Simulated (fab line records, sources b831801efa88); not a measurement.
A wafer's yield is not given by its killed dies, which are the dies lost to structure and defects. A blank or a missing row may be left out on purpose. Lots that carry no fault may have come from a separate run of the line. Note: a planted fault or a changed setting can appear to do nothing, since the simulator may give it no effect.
Problem report in the 8D (eight disciplines) form, filled by code / flow gf180mcu / the parts of the form that need people (team, actions taken, sign-off) are left out

== 1. WHAT WENT WRONG ==
Wafers without a fault read 0.856 a.u., standard deviation 0.0047; oes_product_au at GF_V4_ETCH_17 reads a mean of 0.912 a.u. on 3 wafers belonging to 2 lots. That is +12 standard deviations from the usual mean.
The step: etches SiO2 in C4F8/O2/Ar, stops on TiN, target depth 630 nm.
The step gives no start for some of these wafers. Wafers with a number at this step in the record: 32, from 11 lots. Rule for "out" (also "out of limits"): further than 4 standard deviations from the usual mean. Any other wafer with a number is counted as sound.

== 2. WHAT IT IS AND WHAT IT IS NOT ==
question=which readings at this step; is=oes_product_au; is not=chamber_pressure_mTorr, rf_fwd_power_W
question=which lots; is=L877, L882; is not=L864, L865, L869, L871, L872, L873, L874, L875, L884
question=which wafers of those lots; is=L877.2, L877.6, L882.6; is not=L877.1, L882.5
question=read on which tools; is=rie_diel-03, rie_diel-04; is not=rie_diel-01

== 3. WHAT RULES OUT EACH SUSPECT ==
Counting: a tool at a process step up to the reading stays a suspect if it ran every lot that is out. Sound lots after the first of them don't rule it out here, since some wafers of a struck lot are sound.
- rie_diel-02 at GF_V2_ETCH_16 (etches BARC in N2/H2): kept. It processed each lot that is out (first: L877, day 25 18:17); up to then, its last sound lot is L872 (day 23 15:08).
- pecvd-03 at GF_V4_CVD_02 (deposits SiO2 from TEOS, target thk 850 nm, time 94.851 s): kept. It processed each lot that is out (first: L877, day 28 12:09); up to then, its last sound lot is L873 (day 26 19:07).
- cmp-02 at GF_V4_CMP_04 (polishes SiO2): kept. It processed each lot that is out (first: L877, day 28 12:23); up to then, its last sound lot is L875 (day 27 17:44).
- Within pecvd-03 at GF_V4_CVD_02: the wafers that are out ran in chambers 0, 2; their sound lot-mates ran in chamber 1.
- Within cmp-02 at GF_V4_CMP_04: the wafers that are out ran in chambers 1, 3; their sound lot-mates ran in chambers 0, 2.
rie_diel-02 at GF_V2_ETCH_16, pecvd-03 at GF_V4_CVD_02 and cmp-02 at GF_V4_CMP_04 are what is left after counting.

== 4. THE CAUSE (what the simulator had put in) ==
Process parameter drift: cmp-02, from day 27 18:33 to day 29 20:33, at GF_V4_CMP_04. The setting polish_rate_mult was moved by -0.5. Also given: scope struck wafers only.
This tool is one of the 3 suspects left after counting.

== 5. SEQUENCE OF EFFECTS, ordered by route ==
Each row: a reading whose mean over the struck wafers that have a number lies more than 3 standard deviations from the usual. Scope: only readings with a usual standard deviation given in the record; hours: median across lots of the time from each lot's start at the first step in this table that gives one to its start at this step; sigmas: change in usual standard deviations.
hours=0; step=GF_V4_CMP_04; reading=time_to_endpoint_s; usual=80 s; on struck wafers=103; change=+23; sigmas=+3.3
hours=-; step=GF_V4_ETCH_17; reading=oes_product_au; usual=0.856 a.u.; on struck wafers=0.912; change=+0.056; sigmas=+12
Its process steps:
- GF_V4_CMP_04: polishes SiO2.
- GF_V4_ETCH_17: etches SiO2 in C4F8/O2/Ar, stops on TiN, target depth 630 nm.

== 6. WHAT WOULD HAVE CAUGHT IT SOONER ==
Tool readings at GF_V4_CMP_04 with a usual standard deviation given in the record: none out on any struck wafer, hence no alarm at a limit of 4 standard deviations on them.
